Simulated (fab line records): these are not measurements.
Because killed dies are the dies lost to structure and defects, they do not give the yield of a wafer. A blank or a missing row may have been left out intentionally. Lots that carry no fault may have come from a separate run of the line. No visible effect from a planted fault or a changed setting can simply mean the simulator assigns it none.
Code-filled problem report in 8D (eight disciplines) form | flow gf180mcu | the parts of the form that need people (team, actions taken, sign-off) are left out

1. WHAT IS WRONG
PASSIVATION_CVD_02_THK at GF_PASSIVATION_THK_MEAS_03 reads a mean of 537 nm on 3 wafers of 3 lots; wafers without a fault read 700 nm with a standard deviation of 8.9. Relative to the usual mean, that is a shift of -18 standard deviations.
Seen first at day 32 03:22 on filmMetro-03, wafer L449.4. The record holds 36 wafers of 12 lots with a number at this step. Rule for "out" (also "out of limits"): further than 4 standard deviations from the usual mean. Any other wafer with a number is counted as sound.

2. WHAT IT IS AND WHAT IT IS NOT
question                    | is                         | is not
which readings at this step | PASSIVATION_CVD_02_THK     | -
which lots                  | L449, L450, L451           | L436, L438, L441, L442, L443, L444, L445, L456, L458
which wafers of those lots  | L449.4, L450.6, L451.5     | L449.5, L449.6, L450.1, L450.4, L451.3, L451.4
read on which gauges        | filmMetro-01, filmMetro-03 | filmMetro-02
when                        | from day 32 03:22          | up to then (23 sound wafers); but 10 sound wafers of L450, L451, L456, L458 came after

3. SUSPECTS, AND WHAT RULES EACH OUT
Counting: any tool at a process step up to the reading remains a suspect provided it ran every lot that is out. Sound lots after the first of them don't rule it out here, since some wafers of a struck lot are sound.
- the gauge at GF_PASSIVATION_THK_MEAS_03: ruled out. The wafers that are out were read on 2 gauges (filmMetro-01, filmMetro-03).
- pecvd-01 at GF_PASSIVATION_CVD_02 (deposits Si3N4, target thk 700 nm, time 486.18 s): kept. It ran every lot that is out, first L449 (day 32 03:11); its last sound lot up to then is L444 (day 30 19:50).
- Within pecvd-01 at GF_PASSIVATION_CVD_02: the wafers that are out ran in chamber 1; their sound lot-mates ran in chambers 0, 2.
Left after counting: pecvd-01 at GF_PASSIVATION_CVD_02.

4. THE CAUSE (what the simulator had put in)
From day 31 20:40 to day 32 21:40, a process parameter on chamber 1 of pecvd-01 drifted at GF_PASSIVATION_CVD_02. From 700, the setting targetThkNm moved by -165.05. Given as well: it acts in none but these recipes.
Only this tool survived the counting.

5. THE EFFECT CHAIN, in route order
Each row: a reading whose mean over the struck wafers that have a number lies more than 3 standard deviations from the usual. Only readings whose record carries a usual standard deviation are examined. hours: median over the lots of the time between each lot's start at the first step of this table that gives one and its start at this step. sigmas: the change, counted in usual standard deviations.
hours | step                       | reading                | usual  | on struck wafers | change | sigmas
0     | GF_PASSIVATION_THK_MEAS_03 | PASSIVATION_CVD_02_THK | 700 nm | 537              | -163   | -18

6. HOW IT WOULD HAVE BEEN CAUGHT EARLIER
Counted from the fault's start at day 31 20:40, it took 7 hours until the first out-of-limits reading at a measuring or inspecting step in this record, taken at day 32 03:22.
Tool readings at GF_PASSIVATION_CVD_02 with a usual standard deviation given in the record: none out on any struck wafer, hence no alarm at a limit of 4 standard deviations on them.
Of the lots that are out (3), L450, L451 began GF_PASSIVATION_CVD_02 on pecvd-01 after day 32 03:22. A hold on the tool at that time would have spared those 2.
